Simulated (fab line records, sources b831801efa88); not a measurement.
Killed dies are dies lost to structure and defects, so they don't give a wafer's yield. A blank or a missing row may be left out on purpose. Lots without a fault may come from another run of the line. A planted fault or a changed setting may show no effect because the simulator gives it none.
A struck lot beside a sound one | flow sfq_line | 14 steps out of a route of 325
Sound: wafers L331.2, L331.5, L331.6. Struck: wafers L337.1, L337.3, L337.5. The cause comes at the end.
At each step with rows: each side's tool, then ch and its chambers, then its first start. Under that, the readings that differ: sound wafers | struck wafers | difference of the means | sigmas: that difference in standard deviations of wafers without a fault.
alike: readings whose means differ by less than 2 such deviations, and words and numbers that are the same on both sides. not compared: withheld readings, readings that some wafer has no value for, bounds like >300 that may hide the same value, and numbers for which the record gives no deviation and whose values overlap.
The two part at a step that has a row with sigmas, a row that says differs or no value, or rows on one side only. Numbers that don't overlap but have no deviation are shown without sigmas and don't part them. A reading that every wafer of one side lacks parts them only if that side has two wafers or more.

first, 2 steps without rows for these wafers: SFQ_TRILAYER_L0_VIA_STRIP_SOLV_CLEAN_018 (cleans in NMP, time 600 s); SFQ_TRILAYER_M0_DEP_PRE_CLEAN_020 (time 15 s).
SFQ_TRILAYER_M0_DEP_SPUTTER_019: material Nb, target thk 200 nm, time 133.3 s.
  sound on pvd_sputter-05, day 6 05:45; struck on pvd_sputter-04, day 7 18:49
  alike: throttle_valve_pct
SFQ_M0_RS_MEAS_904: measures by four-point-probe.
  sound on film_metro-01, day 6 05:52; struck on film_metro-01, day 7 18:54
  alike: M0_NB_RS
then, 6 steps without rows for these wafers: SFQ_TRILAYER_M0_LITHO_COAT_026 (resist thk 62 nm); SFQ_TRILAYER_M0_LITHO_COAT_021 (resist thk 600 nm); SFQ_TRILAYER_M0_LITHO_SOFTBAKE_025; SFQ_TRILAYER_M0_LITHO_EXPOSE_022 (exposes mask M0, target cd 500 nm); SFQ_TRILAYER_M0_LITHO_PEB_024 (peb time 60 s); SFQ_TRILAYER_M0_LITHO_DEVELOP_023 (time 60 s).
SFQ_M0_OVL_MEAS_906:
  sound on overlay-02, day 7 02:18; struck on overlay-01, day 8 21:20
  alike: M0_OVL
SFQ_TRILAYER_M0_BARC_OPEN_METAL_ETCH_031: etches BARC in O2, target depth 125 nm, time 41.7 s.
  sound on rie_metal-04 ch 0,1, day 7 02:20; struck on rie_metal-02 ch 1, day 8 21:22
  reading                                             | sound             | struck            | difference | sigmas
  oes_product_au (a.u.)                               | 0.683 0.695 0.686 | 0.818 0.820 0.808 | +0.127     | +27
  run_length_s (s)                                    | 70.1 70.1 69.5    | 59.9 59.8 60.1    | -10.0      | -23
  time_s (s)                                          | 41.7 41.7 41.7    | 29.19 29.19 29.19 | -12.51     |
  model.KrF_of_TRILAYER_M0_LITHO_COAT_021.thk_nm (nm) | 526.2 526.5 526.8 | 539 538.7 536.8   | +12        |
  alike: drypump_motor_current_A
  not compared: rf_hours_counter_h
SFQ_TRILAYER_M0_ETCH_METAL_ETCH_024: etches Nb in Cl2/Ar, stops on SiO2, target depth 240 nm, time 120 s.
  sound on rie_metal-04 ch 0,1, day 7 02:23; struck on rie_metal-02 ch 1, day 8 21:25
  reading                                             | sound             | struck          | difference | sigmas
  model.KrF_of_TRILAYER_M0_LITHO_COAT_021.thk_nm (nm) | 386.7 387.1 388.1 | 398.5 396.4 395 | +9.3       |
  alike: drypump_motor_current_A, oes_product_au, run_length_s, time_s
  not compared: rf_hours_counter_h
SFQ_TRILAYER_M0_STRIP_STRIP_025: strips in O2.
  sound on rie_metal-04 ch 0,1, day 7 02:31; struck on rie_metal-02 ch 1, day 8 21:33
  alike: drypump_motor_current_A, oes_product_au
  not compared: rf_hours_counter_h

WHERE THEY PART
Only at SFQ_TRILAYER_M0_BARC_OPEN_METAL_ETCH_031, within this record. Later steps at which nothing parts them and some readings are alike: SFQ_TRILAYER_M0_ETCH_METAL_ETCH_024, SFQ_TRILAYER_M0_STRIP_STRIP_025.

WHY: what the simulator had put in
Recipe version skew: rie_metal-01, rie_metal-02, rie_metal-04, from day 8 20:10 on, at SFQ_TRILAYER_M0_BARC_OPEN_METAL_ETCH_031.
